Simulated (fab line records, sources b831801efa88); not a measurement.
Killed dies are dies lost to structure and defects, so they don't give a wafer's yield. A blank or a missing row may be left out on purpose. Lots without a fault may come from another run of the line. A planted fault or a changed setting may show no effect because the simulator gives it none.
Which tool did it? | flow gf180mcu | 24 lots, 72 wafers sampled, at 6 steps of a route of 602

WHAT THE GAUGES READ, wafer by wafer
GF_M3_CD_MEAS_14: target cd 280 nm. Usual: cd_nm 280.0 nm, standard deviation 1.
lot  | measured     | on        | cd_nm (nm)        | flag
L074 | day 21 02:55 | cd_sem-02 | 279.6 279.3 279.3 |
L075 | day 21 11:10 | cd_sem-02 | 280.9 279.6 280.9 |
L076 | day 21 22:25 | cd_sem-01 | 279.9 280.9 280.4 |
L077 | day 22 08:16 | cd_sem-02 | 281.3 283.2 281.9 |
L078 | day 22 14:46 | cd_sem-01 | 279.5 279.0 279.0 |
L079 | day 23 06:41 | cd_sem-01 | 280.0 280.2 278.6 |
L080 | day 23 17:19 | cd_sem-01 | 279.2 279.7 279.6 |
L081 | day 23 22:26 | cd_sem-02 | 281.1 280.1 279.7 |
L082 | day 24 10:37 | cd_sem-01 | 279.4 280.3 280.8 |
L083 | day 24 15:13 | cd_sem-02 | 278.7 279.9 278.6 |
L084 | day 25 03:55 | cd_sem-01 | 280.2 280.0 280.8 |
L085 | day 25 08:32 | cd_sem-02 | 280.1 280.7 280.1 |
L086 | day 25 14:04 | cd_sem-02 | 278.8 280.0 279.1 |
L087 | day 25 23:04 | cd_sem-02 | 281.7 280.7 281.8 |
L088 | day 26 06:16 | cd_sem-02 | 279.9 279.2 279.5 |
L089 | day 26 08:40 | cd_sem-02 | 278.9 278.8 279.5 |
L090 | day 26 20:37 | cd_sem-02 | 278.9 278.0 277.4 |
L091 | day 27 08:07 | cd_sem-01 | 280.9 280.9 278.9 |
L093 | day 27 23:25 | cd_sem-01 | 279.9 279.3 279.1 |
L092 | day 28 00:21 | cd_sem-02 | 280.9 281.5 280.5 |
L094 | day 28 02:04 | cd_sem-01 | 278.0 279.4 279.0 |
L095 | day 28 09:43 | cd_sem-02 | 279.9 279.7 281.1 |
L096 | day 28 23:14 | cd_sem-01 | 280.5 279.8 280.4 |
L097 | day 29 00:18 | cd_sem-01 | 280.4 279.8 281.0 |

GF_V4_OVL_MEAS_15. Usual: V4_OVL -2 nm, standard deviation 6.6.
lot  | measured     | on         | V4_OVL (nm) | flag
L074 | day 24 04:50 | overlay-01 | -16 -10 -11 |
L075 | day 24 12:20 | overlay-02 | -12 -14 -10 |
L076 | day 24 23:02 | overlay-02 | 1 3 0       |
L077 | day 25 08:17 | overlay-02 | 2 -1 1      |
L078 | day 25 13:02 | overlay-02 | 7 2 10      |
L079 | day 26 04:51 | overlay-02 | 4 2 3       |
L080 | day 26 14:14 | overlay-01 | -6 -5 -5    |
L081 | day 26 18:14 | overlay-01 | 1 4 -6      |
L082 | day 27 05:41 | overlay-02 | -3 0 2      |
L083 | day 27 09:22 | overlay-01 | 6 4 2       |
L084 | day 28 00:47 | overlay-01 | 11 2 4      |
L085 | day 28 03:20 | overlay-01 | -10 -10 -12 |
L086 | day 28 07:28 | overlay-01 | -4 0 0      |
L087 | day 28 18:44 | overlay-01 | -8 -7 -9    |
L088 | day 29 00:05 | overlay-02 | -6 -4 -3    |
L089 | day 29 02:38 | overlay-01 | 0 -2 -2     |
L090 | day 29 15:31 | overlay-02 | -8 0 -6     |
L091 | day 30 01:28 | overlay-01 | -4 -9 -11   |
L093 | day 30 12:39 | overlay-01 | -11 4 0     |
L092 | day 30 14:17 | overlay-02 | -8 -10 -12  |
L094 | day 30 15:16 | overlay-02 | 5 4 6       |
L095 | day 30 22:31 | overlay-02 | 10 -2 -3    |
L096 | day 31 10:53 | overlay-02 | 3 0 3       |
L097 | day 31 12:08 | overlay-01 | 6 3 14      |

GF_MIM_THK_MEAS_11: measures by xrf. Usual: MIM_ALCU_THK 198.5 nm, standard deviation 2.1.
lot  | measured     | on            | MIM_ALCU_THK (nm) | flag
L074 | day 24 06:45 | film_metro-02 | 195.8 196.3 196.0 |
L075 | day 24 14:17 | film_metro-03 | 203.1 201.6 202.4 |
L076 | day 25 00:58 | film_metro-01 | 198.4 195.0 198.9 |
L077 | day 25 10:14 | film_metro-03 | 198.3 194.4 198.3 |
L078 | day 25 14:57 | film_metro-03 | 197.5 197.0 196.9 |
L079 | day 26 06:54 | film_metro-01 | 200.2 198.7 200.6 |
L080 | day 26 16:09 | film_metro-02 | 199.5 200.5 198.0 |
L081 | day 27 01:40 | film_metro-02 | 198.6 196.8 196.2 |
L082 | day 27 09:36 | film_metro-02 | 198.4 198.3 201.6 |
L083 | day 27 12:18 | film_metro-03 | 198.9 199.1 198.9 |
L084 | day 28 02:58 | film_metro-02 | 198.9 201.4 197.9 |
L085 | day 28 05:17 | film_metro-01 | 198.0 196.1 195.2 |
L086 | day 28 09:58 | film_metro-01 | 201.1 201.9 199.9 |
L087 | day 28 20:43 | film_metro-02 | 202.3 202.2 203.3 |
L088 | day 29 02:00 | film_metro-02 | 198.5 198.2 197.4 |
L089 | day 29 04:34 | film_metro-01 | 194.6 201.3 196.8 |
L090 | day 29 17:29 | film_metro-02 | 200.7 200.9 199.8 |
L091 | day 30 03:28 | film_metro-02 | 197.3 200.7 197.9 |
L093 | day 30 14:37 | film_metro-03 | 199.7 199.0 198.4 |
L092 | day 30 16:16 | film_metro-03 | 194.5 196.1 196.5 |
L094 | day 30 17:21 | film_metro-02 | 198.1 198.6 198.0 |
L095 | day 31 00:42 | film_metro-03 | 200.4 201.3 201.6 |
L096 | day 31 12:49 | film_metro-03 | 196.8 196.1 196.6 |
L097 | day 31 14:05 | film_metro-02 | 198.7 198.2 196.2 |

WHICH TOOL RAN EACH LOT (tool, then ch and the chambers of the sampled wafers, then the start)
lot  | GF_V2_ETCH_16                      | GF_V3_CMP_04                  | GF_V4_CMP_04
L074 | rie_diel-04 ch 0,2,3, day 20 00:55 | cmp-01 ch 0,1,2, day 21 03:59 | cmp-02 ch 0,1,2, day 23 05:59
L075 | rie_diel-03 ch 0,1,3, day 20 09:19 | cmp-01 ch 0,2,3, day 21 12:17 | cmp-01 ch 0,1,3, day 23 13:49
L076 | rie_diel-03 ch 0,3, day 20 20:52   | cmp-02 ch 0,1,2, day 21 23:31 | cmp-01 ch 0,2, day 24 00:52
L077 | rie_diel-02 ch 0,2,3, day 21 07:07 | cmp-01 ch 0,1,2, day 22 09:22 | cmp-01 ch 1,2,3, day 24 10:07
L078 | rie_diel-02 ch 0,2,3, day 21 14:01 | cmp-02 ch 0,1,3, day 22 15:53 | cmp-02 ch 0,2,3, day 24 15:01
L079 | rie_diel-02 ch 0,2,3, day 22 06:01 | cmp-02 ch 0,1, day 23 07:47   | cmp-01 ch 1,2,3, day 25 07:11
L080 | rie_diel-04 ch 1,2,3, day 22 17:01 | cmp-02 ch 2,3, day 23 18:23   | cmp-01 ch 0,2, day 25 16:44
L081 | rie_diel-04 ch 1,3, day 22 22:17   | cmp-02 ch 0,1,3, day 23 23:28 | cmp-01 ch 0,1,3, day 25 20:55
L082 | rie_diel-03 ch 0,2,3, day 23 10:55 | cmp-02 ch 1,2,3, day 24 11:46 | cmp-01 ch 2,3, day 26 09:01
L083 | rie_diel-02 ch 0,3, day 23 15:40   | cmp-02 ch 2,3, day 24 16:17   | cmp-02 ch 0,2,3, day 26 14:03
L084 | rie_diel-02 ch 0,2,3, day 24 04:25 | cmp-02 ch 0,1,3, day 25 05:07 | cmp-02 ch 0,3, day 27 04:29
L085 | rie_diel-04 ch 0,2, day 24 09:19   | cmp-01 ch 0,1, day 25 09:37   | cmp-02 ch 0,1,2, day 27 07:37
L086 | rie_diel-04 ch 0,1,2, day 24 15:30 | cmp-01 ch 0,1,2, day 25 15:07 | cmp-02 ch 0,1,2, day 27 11:13
L087 | rie_diel-02 ch 0,3, day 25 00:40   | cmp-01 ch 0,2,3, day 26 00:14 | cmp-01 ch 0,2, day 27 23:17
L088 | rie_diel-04 ch 1,2, day 25 07:25   | cmp-01 ch 1,2, day 26 07:23   | cmp-02 ch 0,2,3, day 28 04:15
L089 | rie_diel-03 ch 2,3, day 25 10:16   | cmp-01 ch 0,3, day 26 09:43   | cmp-02 ch 0,3, day 28 06:55
L090 | rie_diel-03 ch 0,1, day 25 22:46   | cmp-02 ch 0,2,3, day 27 02:28 | cmp-02 ch 1,2, day 28 20:08
L091 | rie_diel-02 ch 0,1, day 26 11:22   | cmp-02 ch 0,1,2, day 27 10:52 | cmp-01 ch 1,3, day 29 06:16
L093 | rie_diel-04 ch 0,1,3, day 26 23:01 | cmp-01 ch 1,2,3, day 28 00:40 | cmp-02 ch 2,3, day 29 18:11
L092 | rie_diel-02 ch 1,2, day 26 23:58   | cmp-01 ch 0,2,3, day 28 01:49 | cmp-02 ch 0,1,2, day 29 19:34
L094 | rie_diel-03 ch 0,1,3, day 27 04:31 | cmp-01 ch 0,1,3, day 28 03:10 | cmp-01 ch 1,2, day 29 19:58
L095 | rie_diel-04 ch 0,1, day 27 12:01   | cmp-01 ch 1,3, day 28 10:46   | cmp-01 ch 1,2,3, day 30 04:13
L096 | rie_diel-03 ch 0,1,3, day 28 02:04 | cmp-01 ch 1,2,3, day 29 00:24 | cmp-02 ch 1,2,3, day 30 16:18
L097 | rie_diel-04 ch 0,2, day 28 02:46   | cmp-02 ch 1,2,3, day 29 01:22 | cmp-01 ch 1,3, day 30 17:32
- GF_V2_ETCH_16: etches BARC in N2/H2.
- GF_V3_CMP_04: polishes SiO2.
- GF_V4_CMP_04: polishes SiO2.

WHAT THE TOOLS THEMSELVES READ (means of the sampled wafers that have a number; where no wafer has one, the mark that the record gives instead)
GF_V2_ETCH_16. Usual: drypump_motor_current_A 5.9 A, standard deviation 0.38; n2_flow_sccm 100.0 sccm, standard deviation 0.31; oes_product_au 0.854 a.u., standard deviation 0.0044; throttle_valve_pct 13.225 %, standard deviation 0.0089.
lot  | tool        | drypump_motor_current_A (A) | n2_flow_sccm (sccm) | oes_product_au (a.u.) | throttle_valve_pct (%) | flag
L074 | rie_diel-04 | 5.9                         | 100.3               | 0.856                 | 13.223                 |
L075 | rie_diel-03 | 5.8                         | 100.1               | 0.859                 | 13.227                 |
L076 | rie_diel-03 | 5.6                         | 99.8                | 0.855                 | 13.233                 |
L077 | rie_diel-02 | 5.6                         | 99.7                | 0.850                 | 13.228                 |
L078 | rie_diel-02 | 5.7                         | 100.1               | 0.851                 | 13.227                 |
L079 | rie_diel-02 | 5.7                         | 100.1               | 0.850                 | 13.221                 |
L080 | rie_diel-04 | 6.1                         | 99.9                | 0.857                 | 13.226                 |
L081 | rie_diel-04 | 6.3                         | 100.1               | 0.854                 | 13.224                 |
L082 | rie_diel-03 | 5.8                         | 99.9                | 0.857                 | 13.222                 |
L083 | rie_diel-02 | 5.4                         | 100.2               | 0.858                 | 13.220                 |
L084 | rie_diel-02 | 5.6                         | 99.9                | 0.857                 | 13.218                 |
L085 | rie_diel-04 | 5.8                         | 100.3               | 0.856                 | 13.228                 |
L086 | rie_diel-04 | 6.0                         | 99.6                | 0.851                 | 13.229                 |
L087 | rie_diel-02 | 5.4                         | 99.7                | 0.857                 | 13.229                 |
L088 | rie_diel-04 | 6.0                         | 100.1               | 0.853                 | 13.215                 |
L089 | rie_diel-03 | 5.9                         | 99.5                | 0.856                 | 13.215                 |
L090 | rie_diel-03 | 6.1                         | 100.0               | 0.859                 | 13.221                 |
L091 | rie_diel-02 | 5.9                         | 100.3               | 0.853                 | 13.218                 |
L093 | rie_diel-04 | 6.1                         | 100.1               | 0.851                 | 13.227                 |
L092 | rie_diel-02 | 6.0                         | 100.4               | 0.853                 | 13.221                 |
L094 | rie_diel-03 | 5.8                         | 99.9                | 0.854                 | 13.221                 |
L095 | rie_diel-04 | 5.9                         | 100.1               | 0.852                 | 13.220                 |
L096 | rie_diel-03 | 5.8                         | 100.2               | 0.852                 | 13.225                 |
L097 | rie_diel-04 | 5.7                         | 99.8                | 0.856                 | 13.228                 |

GF_V3_CMP_04. Usual: head_pressure_psi 3.999 psi, standard deviation 0.0083; motor_current_A 13.1 A, standard deviation 0.74; time_to_endpoint_s 79 s, standard deviation 4.6.
lot  | tool   | head_pressure_psi (psi) | motor_current_A (A) | time_to_endpoint_s (s) | flag
L074 | cmp-01 | 3.989                   | 13.2                | 85                     |
L075 | cmp-01 | 3.997                   | 13.0                | 86                     |
L076 | cmp-02 | 3.996                   | 13.3                | 80                     |
L077 | cmp-01 | 3.996                   | 12.6                | 83                     |
L078 | cmp-02 | 3.991                   | 13.6                | 78                     |
L079 | cmp-02 | 3.998                   | 13.4                | 78                     |
L080 | cmp-02 | 4.008                   | 13.3                | 77                     |
L081 | cmp-02 | 4.005                   | 13.6                | 70                     |
L082 | cmp-02 | 3.999                   | 13.5                | 75                     |
L083 | cmp-02 | 3.996                   | 13.3                | 75                     |
L084 | cmp-02 | 4.005                   | 13.2                | 75                     |
L085 | cmp-01 | 4.001                   | 13.3                | 81                     |
L086 | cmp-01 | 4.000                   | 12.7                | 78                     |
L087 | cmp-01 | 4.007                   | 13.2                | 78                     |
L088 | cmp-01 | 4.000                   | 12.8                | 76                     |
L089 | cmp-01 | 3.993                   | 13.2                | 81                     |
L090 | cmp-02 | 4.002                   | 13.7                | 76                     |
L091 | cmp-02 | 4.001                   | 13.3                | 79                     |
L093 | cmp-01 | 4.003                   | 12.4                | 86                     |
L092 | cmp-01 | 4.002                   | 13.0                | 80                     |
L094 | cmp-01 | 3.997                   | 13.0                | 77                     |
L095 | cmp-01 | 3.996                   | 13.0                | 81                     |
L096 | cmp-01 | 4.006                   | 12.1                | 79                     |
L097 | cmp-02 | 4.000                   | 13.7                | 77                     |

GF_V4_CMP_04. Usual: head_pressure_psi 4.001 psi, standard deviation 0.0091; motor_current_A 13.2 A, standard deviation 0.77; time_to_endpoint_s 81 s, standard deviation 4.8.
lot  | tool   | head_pressure_psi (psi) | motor_current_A (A) | time_to_endpoint_s (s) | flag
L074 | cmp-02 | 4.010                   | 13.1                | 72                     |
L075 | cmp-01 | 4.002                   | 12.9                | 91                     |
L076 | cmp-01 | 3.997                   | 13.1                | 85                     |
L077 | cmp-01 | 3.998                   | 12.5                | 84                     |
L078 | cmp-02 | 4.004                   | 13.4                | 78                     |
L079 | cmp-01 | 3.991                   | 12.5                | 80                     |
L080 | cmp-01 | 4.012                   | 13.2                | 80                     |
L081 | cmp-01 | 4.001                   | 13.3                | 79                     |
L082 | cmp-01 | 4.001                   | 11.9                | 79                     |
L083 | cmp-02 | 4.009                   | 13.7                | 85                     |
L084 | cmp-02 | 3.996                   | 14.0                | 80                     |
L085 | cmp-02 | 4.010                   | 13.3                | 79                     |
L086 | cmp-02 | 3.993                   | 13.4                | 80                     |
L087 | cmp-01 | 4.001                   | 13.4                | 83                     |
L088 | cmp-02 | 3.999                   | 13.5                | 81                     |
L089 | cmp-02 | 4.003                   | 13.8                | 83                     |
L090 | cmp-02 | 4.004                   | 13.1                | 82                     |
L091 | cmp-01 | 4.006                   | 13.1                | 80                     |
L093 | cmp-02 | 3.991                   | 13.3                | 78                     |
L092 | cmp-02 | 3.997                   | 13.3                | 82                     |
L094 | cmp-01 | 4.004                   | 12.2                | 84                     |
L095 | cmp-01 | 3.999                   | 12.6                | 82                     |
L096 | cmp-02 | 4.001                   | 12.7                | 75                     |
L097 | cmp-01 | 3.997                   | 12.6                | 82                     |

THE ANSWER, worked out from the rows above alone
Rule: a lot is off if the mean of its wafers that have a number lies more than 3 standard deviations from the usual mean. A lot without any number at a reading at which 4 lots or more have one is off too. The other lots that the step has rows for count as sound. The gauges are gone through in route order, then the tools' own readings, and for those a lot's mean is taken as printed above. The first step at which some lot is off is used, and at that step the reading that is off furthest; a lot without a number counts as furthest.
No lot is off at any reading shown: from this, nothing can be told.

WHAT THE SIMULATOR HAD PUT IN
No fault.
